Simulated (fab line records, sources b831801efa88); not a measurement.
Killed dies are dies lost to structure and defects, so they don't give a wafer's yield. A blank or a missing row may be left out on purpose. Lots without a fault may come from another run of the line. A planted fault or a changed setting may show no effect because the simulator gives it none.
Which tool did it? | flow gf180mcu | 13 lots, 39 wafers sampled, at 4 steps of a route of 602

WHAT THE GAUGES READ, wafer by wafer
GF_TOP_METAL_OVL_MEAS_15. Usual: TOP_METAL_OVL 0.4 nm, standard deviation 1.8.
lot  | measured     | on         | TOP_METAL_OVL (nm) | flag
L585 | day 28 05:54 | overlay-01 | 0.2 -1.6 -0.8      |
L586 | day 28 10:58 | overlay-01 | -2.6 -1.9 -1.8     |
L587 | day 29 04:48 | overlay-01 | 3.2 3.4 3.0        |
L590 | day 29 17:22 | overlay-02 | 0.5 -0.6 1.0       |
L594 | day 31 02:02 | overlay-01 | 1.6 0.3 -0.6       |
L599 | day 32 11:06 | overlay-01 | 1.2 1.9 0.2        |
L600 | day 32 12:30 | overlay-01 | 1.1 0.5 1.7        |
L601 | day 32 19:04 | overlay-01 | -0.1 -1.3 -0.9     |
L603 | day 33 05:36 | overlay-02 | 4.4 4.0 3.3        |
L604 | day 33 19:43 | overlay-02 | 0.0 1.7 0.1        |
L605 | day 33 19:21 | overlay-02 | 1.6 -0.8 0.2       |
L606 | day 34 03:57 | overlay-02 | -2.0 -1.7 -2.4     |
L608 | day 34 08:19 | overlay-02 | 3.6 3.1 3.8        |

GF_PASSIVATION_BOW_MEAS_14. Usual: PASSIVATION_BOW 141 um, standard deviation 9.1.
lot  | measured     | on            | PASSIVATION_BOW (um) | flag
L585 | day 29 05:52 | film_metro-04 | 129 128 126          |
L586 | day 29 08:12 | film_metro-04 | 126 111 126          |
L587 | day 30 02:22 | film_metro-04 | 130 142 139          |
L590 | day 30 15:08 | film_metro-04 | 138 156 152          |
L594 | day 31 22:35 | film_metro-04 | 137 148 155          |
L599 | day 33 06:21 | film_metro-02 | 143 130 142          |
L600 | day 33 07:51 | film_metro-02 | 132 139 137          |
L601 | day 33 14:06 | film_metro-04 | 133 159 140          |
L603 | day 33 23:15 | film_metro-04 | 145 145 141          |
L604 | day 34 13:46 | film_metro-04 | 146 145 156          |
L605 | day 34 13:22 | film_metro-02 | 144 151 145          |
L606 | day 34 21:03 | film_metro-04 | 148 146 154          |
L608 | day 35 01:49 | film_metro-02 | 135 133 124          |

WHICH TOOL RAN EACH LOT (tool, then ch and the chambers of the sampled wafers, then the start)
lot  | GF_CONTACT_CVD_02               | GF_TOP_METAL_SPUTTER_03
L585 | pecvd-03 ch 0,1, day 15 07:55   | pvd_sputter-01, day 27 10:09
L586 | pecvd-03 ch 0,1,2, day 15 12:07 | pvd_sputter-01, day 27 14:51
L587 | pecvd-01 ch 1,2, day 16 05:04   | pvd_sputter-01, day 28 09:38
L590 | pecvd-03 ch 0,1,2, day 17 01:46 | pvd_sputter-02, day 28 22:14
L594 | pecvd-02 ch 0,1, day 18 14:28   | pvd_sputter-04, day 30 08:03
L599 | pecvd-03 ch 0,1,2, day 20 14:19 | pvd_sputter-02, day 31 19:01
L600 | pecvd-01 ch 0,1,2, day 20 16:14 | pvd_sputter-04, day 31 19:44
L601 | pecvd-03 ch 0,1, day 21 02:11   | pvd_sputter-02, day 32 02:38
L603 | pecvd-01 ch 0,1,2, day 21 15:10 | pvd_sputter-04, day 32 13:06
L604 | pecvd-03 ch 0,1,2, day 22 04:31 | pvd_sputter-02, day 33 03:59
L605 | pecvd-02 ch 0,1, day 22 13:31   | pvd_sputter-01, day 33 03:17
L606 | pecvd-02 ch 0,1,2, day 23 00:22 | pvd_sputter-02, day 33 11:55
L608 | pecvd-02 ch 0,1,2, day 23 07:49 | pvd_sputter-01, day 33 17:02
- GF_CONTACT_CVD_02: deposits SiO2 from TEOS, target thk 860 nm, time 95.992 s.
- GF_TOP_METAL_SPUTTER_03: material Ti, target thk 5 nm, time 3.3 s.

WHAT THE TOOLS THEMSELVES READ (means of the sampled wafers that have a number; where no wafer has one, the mark that the record gives instead)
GF_CONTACT_CVD_02. Usual: heater_power_outer_w 390 W, standard deviation 53; heater_power_w 661 W, standard deviation 70.
lot  | tool     | heater_power_outer_w (W) | heater_power_w (W) | flag
L585 | pecvd-03 | 403                      | 686                |
L586 | pecvd-03 | 401                      | 718                |
L587 | pecvd-01 | 394                      | 624                |
L590 | pecvd-03 | 361                      | 655                |
L594 | pecvd-02 | 388                      | 617                |
L599 | pecvd-03 | 362                      | 659                |
L600 | pecvd-01 | 414                      | 695                |
L601 | pecvd-03 | 394                      | 688                |
L603 | pecvd-01 | 436                      | 718                |
L604 | pecvd-03 | 390                      | 688                |
L605 | pecvd-02 | 383                      | 611                |
L606 | pecvd-02 | 414                      | 670                |
L608 | pecvd-02 | 351                      | 588                |

GF_TOP_METAL_SPUTTER_03. Usual: throttle_valve_pct 29.8 %, standard deviation 1.5.
lot  | tool           | throttle_valve_pct (%) | flag
L585 | pvd_sputter-01 | 28.9                   |
L586 | pvd_sputter-01 | 29.0                   |
L587 | pvd_sputter-01 | 28.3                   |
L590 | pvd_sputter-02 | 30.8                   |
L594 | pvd_sputter-04 | 30.9                   |
L599 | pvd_sputter-02 | 30.9                   |
L600 | pvd_sputter-04 | 30.8                   |
L601 | pvd_sputter-02 | 30.7                   |
L603 | pvd_sputter-04 | 30.6                   |
L604 | pvd_sputter-02 | 30.9                   |
L605 | pvd_sputter-01 | 28.7                   |
L606 | pvd_sputter-02 | 30.8                   |
L608 | pvd_sputter-01 | 28.9                   |

THE ANSWER, worked out from the rows above alone
Rule: a lot is off if the mean of its wafers that have a number lies more than 3 standard deviations from the usual mean. A lot without any number at a reading at which 4 lots or more have one is off too. The other lots that the step has rows for count as sound. The gauges are gone through in route order, then the tools' own readings, and for those a lot's mean is taken as printed above. The first step at which some lot is off is used, and at that step the reading that is off furthest; a lot without a number counts as furthest.
No lot is off at any reading shown: from this, nothing can be told.

WHAT THE SIMULATOR HAD PUT IN
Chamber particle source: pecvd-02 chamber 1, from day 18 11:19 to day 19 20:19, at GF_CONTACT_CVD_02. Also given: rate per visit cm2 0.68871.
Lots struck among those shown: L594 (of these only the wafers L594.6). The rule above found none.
